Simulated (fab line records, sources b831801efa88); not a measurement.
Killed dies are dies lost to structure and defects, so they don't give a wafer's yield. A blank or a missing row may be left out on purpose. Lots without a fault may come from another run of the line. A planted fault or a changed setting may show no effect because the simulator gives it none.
Which tool did it? | flow gf180mcu | 14 lots, 42 wafers sampled, at 5 steps of a route of 602

WHAT THE GAUGES READ, wafer by wafer
GF_V3_CD_MEAS_14: target cd 260 nm. Usual: cd_nm 259.9 nm, standard deviation 1.1.
lot  | measured     | on        | cd_nm (nm)        | flag
L301 | day 22 10:52 | cd_sem-01 | 259.2 258.7 258.0 |
L302 | day 22 18:02 | cd_sem-02 | 260.3 260.8 259.2 |
L303 | day 23 03:30 | cd_sem-01 | 259.1 259.5 259.2 |
L304 | day 23 12:46 | cd_sem-02 | 260.1 260.3 259.7 |
L305 | day 23 23:07 | cd_sem-01 | 260.0 260.7 260.5 |
L306 | day 24 09:21 | cd_sem-01 | 260.7 261.0 260.7 |
L307 | day 24 21:35 | cd_sem-01 | 257.4 257.7 256.8 |
L308 | day 24 23:24 | cd_sem-02 | 260.1 259.9 258.0 |
L316 | day 27 16:28 | cd_sem-01 | 262.2 261.5 260.9 |
L317 | day 28 02:30 | cd_sem-02 | 260.2 259.8 260.8 |
L318 | day 28 06:53 | cd_sem-02 | 260.6 261.4 260.2 |
L320 | day 28 21:12 | cd_sem-02 | 260.2 260.9 259.8 |
L321 | day 29 03:25 | cd_sem-01 | 259.4 258.6 258.5 |
L322 | day 29 06:42 | cd_sem-01 | 261.0 260.6 260.7 |

GF_V3_RS_MEAS_24: measures by four-point-probe. Usual: V3_W_RS 0.323 ohm/sq, standard deviation 0.0058.
lot  | measured     | on            | V3_W_RS (ohm/sq)  | flag
L301 | day 22 11:53 | film_metro-02 | 0.331 0.324 0.331 |
L302 | day 22 19:04 | film_metro-04 | 0.327 0.315 0.327 |
L303 | day 23 04:33 | film_metro-04 | 0.326 0.320 0.325 |
L304 | day 23 13:49 | film_metro-02 | 0.311 0.306 0.324 |
L305 | day 24 00:10 | film_metro-04 | 0.325 0.328 0.320 |
L306 | day 24 10:25 | film_metro-03 | 0.331 0.320 0.333 |
L307 | day 24 22:37 | film_metro-04 | 0.313 0.323 0.317 |
L308 | day 25 00:26 | film_metro-04 | 0.322 0.323 0.327 |
L316 | day 27 17:39 | film_metro-03 | 0.326 0.328 0.324 |
L317 | day 28 03:34 | film_metro-04 | 0.329 0.322 0.320 |
L318 | day 28 07:58 | film_metro-03 | 0.328 0.318 0.322 |
L320 | day 28 22:14 | film_metro-02 | 0.330 0.325 0.327 |
L321 | day 29 04:28 | film_metro-04 | 0.325 0.313 0.317 |
L322 | day 29 07:53 | film_metro-04 | 0.318 0.320 0.315 |

GF_M4_CD_MEAS_14: target cd 280 nm. Usual: cd_nm 280.0 nm, standard deviation 0.96.
lot  | measured     | on        | cd_nm (nm)                          | flag
L301 | day 23 11:13 | cd_sem-02 | 280.8 280.1 280.5                   |
L302 | day 23 18:48 | cd_sem-01 | 278.8 278.6 279.7                   |
L303 | day 24 03:35 | cd_sem-02 | 280.8 280.4 280.3                   |
L304 | day 24 13:17 | cd_sem-01 | 279.3 281.0 279.7                   |
L305 | day 24 23:21 | cd_sem-01 | 280.2 279.8 281.5                   |
L306 | day 25 09:09 | cd_sem-01 | 279.4 279.1 279.8                   |
L307 | day 25 20:57 | cd_sem-02 | 279.7 281.3 279.6                   |
L308 | day 25 22:14 | cd_sem-02 | 280.1 280.8 280.4                   |
L316 | day 28 13:45 | cd_sem-02 | 285.7 285.1 285.0 285.4 285.6 284.9 | OFF
L317 | day 28 22:41 | cd_sem-01 | 286.5 286.2 286.7 286.2 286.0 286.5 | OFF
L318 | day 29 04:02 | cd_sem-01 | 277.7 280.1 278.5                   |
L320 | day 29 17:55 | cd_sem-01 | 281.1 279.6 280.1                   |
L321 | day 29 23:22 | cd_sem-01 | 278.9 279.1 278.7                   |
L322 | day 30 03:07 | cd_sem-02 | 279.9 280.8 279.1                   |

GF_V4_THK_MEAS_03. Usual: V4_CVD_02_THK 852 nm, standard deviation 13.
lot  | measured     | on            | V4_CVD_02_THK (nm) | flag
L301 | day 23 12:13 | film_metro-02 | 864 847 860        |
L302 | day 23 19:48 | film_metro-03 | 840 853 850        |
L303 | day 24 04:39 | film_metro-01 | 844 868 846        |
L304 | day 24 14:17 | film_metro-03 | 829 853 871        |
L305 | day 25 00:25 | film_metro-02 | 842 825 845        |
L306 | day 25 10:11 | film_metro-02 | 853 851 874        |
L307 | day 25 21:57 | film_metro-03 | 843 864 857        |
L308 | day 25 23:14 | film_metro-02 | 834 845 839        |
L316 | day 28 21:53 | film_metro-03 | 850 863 854        |
L317 | day 29 02:31 | film_metro-01 | 855 854 866        |
L318 | day 29 05:03 | film_metro-01 | 855 851 866        |
L320 | day 29 18:55 | film_metro-01 | 851 865 879        |
L321 | day 30 00:22 | film_metro-02 | 858 866 857        |
L322 | day 30 04:13 | film_metro-01 | 854 850 868        |

WHICH TOOL RAN EACH LOT (tool, then ch and the chambers of the sampled wafers, then the start)
lot  | GF_M4_PEB_12
L301 | litho_track-03 ch 0, day 23 10:54
L302 | litho_track-03 ch 0, day 23 18:27
L303 | litho_track-04 ch 0, day 24 03:14
L304 | litho_track-01 ch 0, day 24 12:57
L305 | litho_track-04 ch 0, day 24 23:01
L306 | litho_track-04 ch 0, day 25 08:49
L307 | litho_track-03 ch 0, day 25 20:36
L308 | litho_track-04 ch 0, day 25 21:53
L316 | litho_track-04 ch 0, day 28 13:25
L317 | litho_track-04 ch 0, day 28 22:20
L318 | litho_track-03 ch 0, day 29 03:43
L320 | litho_track-01 ch 0, day 29 17:34
L321 | litho_track-03 ch 0, day 29 23:02
L322 | litho_track-01 ch 0, day 30 02:46
- GF_M4_PEB_12: peb time 90 s.

WHAT THE TOOLS THEMSELVES READ (means of the sampled wafers that have a number; where no wafer has one, the mark that the record gives instead)
GF_M4_PEB_12. Usual: heater_power_total_W 85.70 W, standard deviation 0.083.
lot  | tool           | heater_power_total_W (W) | flag
L301 | litho_track-03 | 85.72                    |
L302 | litho_track-03 | 85.80                    |
L303 | litho_track-04 | 85.69                    |
L304 | litho_track-01 | 85.69                    |
L305 | litho_track-04 | 85.76                    |
L306 | litho_track-04 | 85.74                    |
L307 | litho_track-03 | 85.73                    |
L308 | litho_track-04 | 85.81                    |
L316 | litho_track-04 | 91.23                    | OFF
L317 | litho_track-04 | 91.30                    | OFF
L318 | litho_track-03 | 85.64                    |
L320 | litho_track-01 | 85.73                    |
L321 | litho_track-03 | 85.68                    |
L322 | litho_track-01 | 85.70                    |

THE ANSWER, worked out from the rows above alone
Rule: a lot is off if the mean of its wafers that have a number lies more than 3 standard deviations from the usual mean. A lot without any number at a reading at which 4 lots or more have one is off too. The other lots that the step has rows for count as sound. The gauges are gone through in route order, then the tools' own readings, and for those a lot's mean is taken as printed above. The first step at which some lot is off is used, and at that step the reading that is off furthest; a lot without a number counts as furthest.
Off: L316, L317, at GF_M4_CD_MEAS_14 (cd_nm).
A tool fits if, at a process step before that reading, it ran every lot that is off, and no sound lot after the first of them. The gauges at GF_M4_CD_MEAS_14 aren't tried: what is off there is off at GF_M4_PEB_12 too, on other tools, and a gauge's error can't cause that. One fits: litho_track-04 at GF_M4_PEB_12. Its last sound lot is L308 (day 25 21:53), its first lot that is off L316 (day 28 13:25): a fault that began between those two fits.
The tool's own readings at GF_M4_PEB_12 bear it out: on the lots that are off they differ by more than 5 times the standard deviation of the sound lots' means. heater_power_total_W reads 91.27 W there against 85.72 W on the sound lots.

WHAT THE SIMULATOR HAD PUT IN
Process parameter drift: litho_track-04, from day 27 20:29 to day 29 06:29, at GF_M4_PEB_12. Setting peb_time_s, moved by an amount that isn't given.
Lots struck among those shown: L316, L317. The rule above found the same.
